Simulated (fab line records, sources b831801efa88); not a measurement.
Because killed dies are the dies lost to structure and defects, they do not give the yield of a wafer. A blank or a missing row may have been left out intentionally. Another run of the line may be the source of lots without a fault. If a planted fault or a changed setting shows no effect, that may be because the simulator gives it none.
2 desks, one fault -- flow sky130 -- each desk has only its own numbers; what lay behind them comes last

== THE TOOL OWNER'S DESK: litho_track-03 ==
The tool's own readings at SKY_VT_ADJUST_HVTP_SOFTBAKE_03 (time 60 s): means of the sampled wafers that have a number, for each lot that ran on this tool. If a lot's mean is further than 4 standard deviations from the usual mean, the lot is out of limits and carries the mark OUT (the distance appears in the brackets).
Columns: A = exhaust_pa at SKY_VT_ADJUST_HVTP_SOFTBAKE_03, usual 45.1 Pa; B = heater_power_total_W at SKY_VT_ADJUST_HVTP_SOFTBAKE_03, usual 56.60 W; C = plate_temp_C at SKY_VT_ADJUST_HVTP_SOFTBAKE_03, usual 90.04 C
lot,first seen here,A,B,C
L831,day 5 21:09,43.9,56.57,90.21
L833,day 6 09:43,44.8,56.62,90.10
L838,day 7 17:58,44.6,54.85 (-38) OUT,88.00 (-15) OUT
L841,day 8 11:31,44.9,54.87 (-38) OUT,88.05 (-14) OUT
L853,day 11 17:09,44.4,56.59,90.01
This desk's verdict: out of limits on L838, L841, starting with L838 at day 7 17:58 (heater_power_total_W at SKY_VT_ADJUST_HVTP_SOFTBAKE_03). In limits: L831, L833, L853.

== METROLOGY DESK ==
What the gauges read, lot by lot, whatever tool the lot ran on: means of the sampled wafers that have a number. If a lot's mean is further than 4 standard deviations from the usual mean, the lot is out of limits and carries the mark OUT (the distance appears in the brackets).
Columns: A = NWELL_TW at SKY_NWELL_TW_MEAS_15, usual 1816
lot,first seen here,A
L831,day 4 17:47,1810
L833,day 5 06:44,1808
L838,day 6 12:50,1841
L841,day 7 04:47,1809
L843,day 7 16:03,1820
L845,day 8 03:44,1828
L846,day 8 11:29,1832
L848,day 8 21:05,1803
L849,day 9 05:20,1826
L850,day 9 15:25,1830
L851,day 9 21:30,1844
L852,day 10 04:52,1808
L853,day 10 05:23,1820
This desk found nothing out of limits on any of the 13 lots.

== PUT TOGETHER ==
An alarm could have come from the tool owner's desk at day 7 17:58, on L838, L841.
Nothing out of limits was seen by the metrology desk.
The metrology desk has L838, L841 on record, within its limits.
Every lot named ran SKY_VT_ADJUST_HVTP_SOFTBAKE_03 on litho_track-03.

== WHAT THE SIMULATOR PUT IN ==
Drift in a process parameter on litho_track-03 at SKY_VT_ADJUST_HVTP_SOFTBAKE_03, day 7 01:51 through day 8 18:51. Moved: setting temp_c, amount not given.
Lots struck among those shown: L838, L841.
Each desk's first reading out of limits, in hours after the fault started: the tool owner's desk, 16.
